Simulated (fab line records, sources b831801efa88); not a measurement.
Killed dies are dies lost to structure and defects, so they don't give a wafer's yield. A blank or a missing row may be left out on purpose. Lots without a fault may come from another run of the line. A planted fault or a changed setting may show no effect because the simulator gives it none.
Which tool did it? | flow gf180mcu | 7 lots, 21 wafers sampled, at 4 steps of a route of 602

WHAT THE GAUGES READ, wafer by wafer
GF_M1_CD_MEAS_14: target cd 230 nm.
lot  | measured     | on        | cd_nm (nm)
L419 | day 17 07:30 | cd_sem-02 | 229.7 231.9 230.9
L421 | day 18 05:26 | cd_sem-01 | 232.1 232.0 231.5
L424 | day 19 09:48 | cd_sem-02 | 232.9 232.2 231.6
L427 | day 20 14:34 | cd_sem-01 | 229.8 230.6 229.7
L430 | day 21 12:51 | cd_sem-02 | 231.1 230.1 231.9
L433 | day 22 19:12 | cd_sem-02 | 229.2 228.7 227.7
L438 | day 24 07:35 | cd_sem-02 | 230.3 173.7 230.3

WHICH TOOL RAN EACH LOT (tool, then ch and the chambers of the sampled wafers, then the start)
lot  | GF_CONTACT_CVD_24             | GF_M1_SPUTTER_01             | GF_M1_EXPOSE_11
L419 | cvd_w-01 ch 0,1, day 16 07:46 | pvd_sputter-04, day 16 08:27 | krf_scanner-02 ch 0, day 16 20:04
L421 | cvd_w-01 ch 0,1, day 17 05:31 | pvd_sputter-03, day 17 06:12 | krf_scanner-01 ch 0, day 17 17:52
L424 | cvd_w-01 ch 0,1, day 18 08:25 | pvd_sputter-03, day 18 09:06 | krf_scanner-01 ch 0, day 18 21:26
L427 | cvd_w-02 ch 0,1, day 19 14:04 | pvd_sputter-04, day 19 14:44 | krf_scanner-01 ch 0, day 20 03:02
L430 | cvd_w-02 ch 0,1, day 20 12:30 | pvd_sputter-02, day 20 13:11 | krf_scanner-01 ch 0, day 21 01:14
L433 | cvd_w-02 ch 0,1, day 21 19:24 | pvd_sputter-03, day 21 20:05 | krf_scanner-01 ch 0, day 22 08:17
L438 | cvd_w-02 ch 0,1, day 23 08:01 | pvd_sputter-04, day 23 08:42 | krf_scanner-01 ch 0, day 23 20:01
- GF_CONTACT_CVD_24: deposits W, target thk 300 nm, time 90.339 s.
- GF_M1_SPUTTER_01: material TiN, target thk 30 nm, time 25 s.
- GF_M1_EXPOSE_11: exposes mask Metal1, target cd 230 nm.

THE ANSWER, worked out from the rows above alone
Rule: what is usual is taken from the lots themselves. Put in order of their means at a reading, lots are off if they are a third of the lots or fewer, leave a main group of 4 or more, and stand apart from it by a gap of 3 or more times the standard deviation of the main group's means; of several such gaps the widest counts. A main group whose means are all the same, to the digits that the tables above print for the reading, isn't used. A lot without any number at a reading at which 4 lots or more have one is off too. The other lots that the step has rows for count as sound.
Off: L438, at GF_M1_CD_MEAS_14 (cd_nm). The main group: mean 230.8 nm, standard deviation 1.2.
A tool fits if, at a process step before that reading, it ran every lot that is off, and no sound lot after the first of them. The gauges at GF_M1_CD_MEAS_14 are tried like those tools. Can't be told from this: 4 tools fit, cvd_w-02 at GF_CONTACT_CVD_24, pvd_sputter-04 at GF_M1_SPUTTER_01, krf_scanner-01 at GF_M1_EXPOSE_11, cd_sem-02 at GF_M1_CD_MEAS_14.

WHAT THE SIMULATOR HAD PUT IN
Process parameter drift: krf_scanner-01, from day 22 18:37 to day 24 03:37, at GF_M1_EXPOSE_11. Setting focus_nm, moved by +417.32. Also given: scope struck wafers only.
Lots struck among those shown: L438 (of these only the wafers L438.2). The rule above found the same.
